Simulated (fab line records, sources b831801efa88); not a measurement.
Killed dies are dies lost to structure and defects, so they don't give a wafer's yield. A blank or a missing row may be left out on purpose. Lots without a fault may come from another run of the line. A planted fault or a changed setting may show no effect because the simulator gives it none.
Chamber matching | flow sky130 | SKY_VIA2_CMP_24 on cmp-02: 4 sister chambers
The step polishes, stops on SiO2, t overpolish 20 s, target thk 0 nm. 7 wafers are shown with their chamber, then 7 later ones without.

WAFERS WITH THEIR CHAMBER
wafer  | chamber | motor_current_A (A) | overpolish_run_s (s)
L685.1 | 1       | 12.9                | 19.993
L685.6 | 2       | 11.6                | 20.012
L684.1 | 0       | 11.3                | 19.997
L684.3 | 1       | 13.0                | 20.002
L684.6 | 3       | 10.5                | 19.995
L687.2 | 3       | 11.2                | 19.995
L687.5 | 2       | 11.2                | 20.003

WAFERS WITHOUT THEIR CHAMBER
wafer  | motor_current_A (A) | overpolish_run_s (s)
L687.6 | 12.8                | 19.976
L691.1 | 11.5                | 20.001
L691.2 | 10.6                | 20.002
L691.6 | 10.9                | 20.012
L695.1 | 10.8                | 19.994
L695.4 | 11.3                | 20.001
L695.6 | 11.6                | 19.994

WHICH CHAMBER EACH WENT THROUGH
wafer  | from the rows above          | in truth
L687.6 | can't be placed: 1 or 0      | 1
L691.1 | can't be placed: 0 or 2 or 3 | 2
L691.2 | can't be placed: 3 or 0 or 2 | 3
L691.6 | can't be placed: 2 or 0 or 3 | 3
L695.1 | can't be placed: 3 or 0      | 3
L695.4 | can't be placed: 0 or 2 or 3 | 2
L695.6 | can't be placed: 0 or 3 or 2 | 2
Placed correctly: 0 of 7. Can't be placed from these rows: 7 (the true chamber is among the candidates in 7). Placed wrongly: 0.
How it was worked out, from the rows above alone: a wafer's distance from a chamber is the root of the sum, over the readings, of the square of ((its reading less the chamber's mean) divided by the reading's scatter). The wafer belongs to the nearest chamber; if the next one is less than 2 further off, it can't be placed. A chamber's mean is the mean of its shown wafers. The scatter: the root of (the sum of the squares of (reading less its chamber's mean) over the shown wafers, divided by (wafers less chambers)).
